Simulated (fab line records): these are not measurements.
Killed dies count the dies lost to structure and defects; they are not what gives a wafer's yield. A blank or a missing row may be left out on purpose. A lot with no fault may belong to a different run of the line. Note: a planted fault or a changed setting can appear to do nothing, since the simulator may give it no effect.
Which of the tools did it? | flow sky130 | 13 lots with 39 wafers sampled at 6 steps, on a route of 708 steps

== WHAT EACH GAUGE READ, for each wafer ==
SKY_VT_ADJUST_HVTP_CD_MEAS_07 targets a cd of 380 nm.
lot  | measured     | on        | cd nm (nm)
L196 | day 6 10:12  | cd sem-02 | 376.8 381.7 382.8
L198 | day 6 20:50  | cd sem-02 | 383.6 378.8 380.5
L199 | day 7 01:00  | cd sem-01 | 377.4 376.0 377.2
L200 | day 7 11:16  | cd sem-01 | 379.4 378.7 378.1
L203 | day 8 05:42  | cd sem-02 | 379.7 380.7 378.6
L206 | day 8 23:52  | cd sem-01 | 377.3 377.5 375.3
L209 | day 9 20:10  | cd sem-02 | 376.3 381.9 379.0
L210 | day 10 00:13 | cd sem-02 | 384.7 381.7 381.6
L211 | day 10 14:37 | cd sem-02 | 377.2 378.3 380.2
L212 | day 10 21:05 | cd sem-01 | 380.9 383.5 380.1
L214 | day 11 04:04 | cd sem-02 | 378.3 377.0 378.1
L216 | day 12 05:40 | cd sem-02 | 385.3 383.9 382.4
L217 | day 12 13:20 | cd sem-02 | 381.8 380.5 383.5

SKY_VT_ADJUST_HVTP_TW_MEAS_11.
lot  | measured     | on            | VT_ADJUST_HVTP_TW
L196 | day 6 10:34  | film metro-02 | 1333 1326 1329
L198 | day 6 21:14  | film metro-02 | 1329 1327 1329
L199 | day 7 01:25  | film metro-02 | 1332 1330 1330
L200 | day 7 11:39  | film metro-01 | 1349 1350 1346
L203 | day 8 06:07  | film metro-01 | 1346 1344 1352
L206 | day 9 00:17  | film metro-04 | 1360 1366 1370
L209 | day 9 20:35  | film metro-02 | 1329 1328 1326
L210 | day 10 00:37 | film metro-02 | 1341 1330 1333
L211 | day 10 15:02 | film metro-02 | 1330 1331 1331
L212 | day 10 21:29 | film metro-04 | 1358 1366 1358
L214 | day 11 04:29 | film metro-01 | 1359 1356 1361
L216 | day 12 06:13 | film metro-04 | 1365 1364 1359
L217 | day 12 13:43 | film metro-01 | 1354 1354 1353

SKY_LDD_P_CD_MEAS_07 targets a cd of 380 nm.
lot  | measured     | on        | cd nm (nm)
L196 | day 19 10:28 | cd sem-01 | 381.2 382.3 381.5
L198 | day 19 23:59 | cd sem-01 | 378.7 379.8 379.6
L199 | day 20 05:05 | cd sem-01 | - - -
L200 | day 20 22:38 | cd sem-01 | 382.4 382.3 383.3
L203 | day 22 04:47 | cd sem-01 | 380.6 380.0 378.6
L206 | day 22 20:44 | cd sem-02 | 376.8 378.5 376.5
L209 | day 24 08:08 | cd sem-01 | 383.0 381.5 383.5
L210 | day 24 14:22 | cd sem-01 | 382.7 379.1 377.0
L211 | day 25 09:06 | cd sem-01 | 377.9 375.5 377.6
L212 | day 25 16:38 | cd sem-02 | 380.0 380.8 379.6
L214 | day 26 01:35 | cd sem-01 | 382.9 381.4 381.4
L216 | day 27 09:05 | cd sem-02 | 377.7 380.9 381.2
L217 | day 27 22:34 | cd sem-02 | 377.4 378.8 376.9

SKY_LDD_P_TW_MEAS_11.
lot  | measured     | on            | LDD_P_TW
L196 | day 19 10:50 | film metro-01 | 634 633 633
L198 | day 20 00:23 | film metro-01 | 633 636 636
L199 | day 20 05:29 | film metro-03 | 30 30 30
L200 | day 20 23:02 | film metro-01 | 634 634 635
L203 | day 22 05:11 | film metro-03 | 635 633 632
L206 | day 22 21:08 | film metro-01 | 634 630 631
L209 | day 24 08:32 | film metro-03 | 638 639 638
L210 | day 24 14:46 | film metro-01 | 637 636 633
L211 | day 25 09:31 | film metro-01 | 632 633 631
L212 | day 25 17:02 | film metro-03 | 635 633 632
L214 | day 26 01:59 | film metro-04 | 638 638 640
L216 | day 27 09:29 | film metro-01 | 631 629 630
L217 | day 27 22:58 | film metro-03 | 640 637 635

== TOOL THAT RAN EACH LOT (tool first, then ch and the chambers of the sampled wafers, then the start) ==
lot  | SKY_LDD_N_STRIP_16                   | SKY_LDD_P_EXPOSE_04
L196 | plasma asher-03 ch 0,1, day 18 04:06 | iline stepper-02 ch 0, day 18 18:58
L198 | plasma asher-01 ch 0,1, day 18 17:26 | iline stepper-02 ch 0, day 19 09:19
L199 | plasma asher-03 ch 0,1, day 18 22:36 | iline stepper-01 ch 0, day 19 14:16
L200 | plasma asher-04 ch 0,1, day 19 14:09 | iline stepper-01 ch 0, day 20 05:17
L203 | plasma asher-04 ch 0,1, day 20 22:32 | iline stepper-01 ch 0, day 21 13:13
L206 | plasma asher-01 ch 0,1, day 21 13:55 | iline stepper-02 ch 0, day 22 05:49
L209 | plasma asher-03 ch 0,1, day 23 02:38 | iline stepper-01 ch 0, day 23 17:27
L210 | plasma asher-01 ch 1, day 23 08:36   | iline stepper-01 ch 0, day 23 23:19
L211 | plasma asher-01 ch 0,1, day 24 04:04 | iline stepper-01 ch 0, day 24 19:14
L212 | plasma asher-03 ch 0,1, day 24 11:21 | iline stepper-01 ch 0, day 25 02:15
L214 | plasma asher-03 ch 0, day 24 20:25   | iline stepper-01 ch 0, day 25 11:04
L216 | plasma asher-01 ch 0,1, day 26 08:20 | iline stepper-01 ch 0, day 26 21:17
L217 | plasma asher-01 ch 0,1, day 26 18:23 | iline stepper-01 ch 0, day 27 06:17
- SKY_LDD_N_STRIP_16: strips in O2/N2.
- SKY_LDD_P_EXPOSE_04: exposes mask PSDM, target cd 380 nm.

== AS READ BY THE TOOLS THEMSELVES (means over the sampled wafers that have a number; for cases with no such wafer, the mark the record gives instead) ==
SKY_LDD_N_STRIP_16.
lot  | tool            | drypump motor current A (A) | oes product au (a.u.) | strip time to endpoint s (s)
L196 | plasma asher-03 | 6.2                         | 0.407                 | 4.323
L198 | plasma asher-01 | 5.8                         | 0.405                 | 4.316
L199 | plasma asher-03 | 6.2                         | 0.401                 | 4.303
L200 | plasma asher-04 | 5.5                         | 0.402                 | 4.308
L203 | plasma asher-04 | 5.8                         | 0.409                 | 4.310
L206 | plasma asher-01 | 5.8                         | 0.403                 | 4.320
L209 | plasma asher-03 | 6.2                         | 0.408                 | 4.308
L210 | plasma asher-01 | 6.4                         | 0.409                 | 4.314
L211 | plasma asher-01 | 5.8                         | 0.406                 | 4.297
L212 | plasma asher-03 | 5.8                         | 0.404                 | 4.311
L214 | plasma asher-03 | 5.5                         | 0.408                 | 4.304
L216 | plasma asher-01 | 6.1                         | 0.404                 | 4.319
L217 | plasma asher-01 | 6.1                         | 0.409                 | 4.314

== THE ANSWER, worked out from the rows above alone ==
Rule: the lots themselves supply what counts as usual. Put in order of their means at a reading, lots are off if they are a third of the lots or fewer, leave a main group of 4 or more, and stand apart from it by a gap of 3 or more times the standard deviation of the main group's means; of several such gaps the widest counts. A main group is skipped when, at the precision printed for the reading in the tables above, its means are all equal. A lot without any number at a reading at which 4 lots or more have one is off too. All remaining lots with rows at the step are treated as sound. After the gauges, taken in route order, come the tools' own readings; for these a lot's mean is taken, as printed above. The first step at which some lot is off is used, and at that step the reading that is off furthest; a lot without a number counts as furthest.
Off: L199, at SKY_LDD_P_CD_MEAS_07 (cd nm). Without a number there: L199. Main group: mean 380.0 nm, sd 1.9.
A tool fits if, at a process step before that reading, it ran every lot that is off, and no sound lot after the first of them. The gauges at SKY_LDD_P_CD_MEAS_07 aren't tried: what is off there is off at SKY_LDD_P_TW_MEAS_11 too, on other tools, and a gauge's error can't cause that. Not one of the candidates tried fits.

== WHAT THE SIMULATOR HAD PUT IN ==
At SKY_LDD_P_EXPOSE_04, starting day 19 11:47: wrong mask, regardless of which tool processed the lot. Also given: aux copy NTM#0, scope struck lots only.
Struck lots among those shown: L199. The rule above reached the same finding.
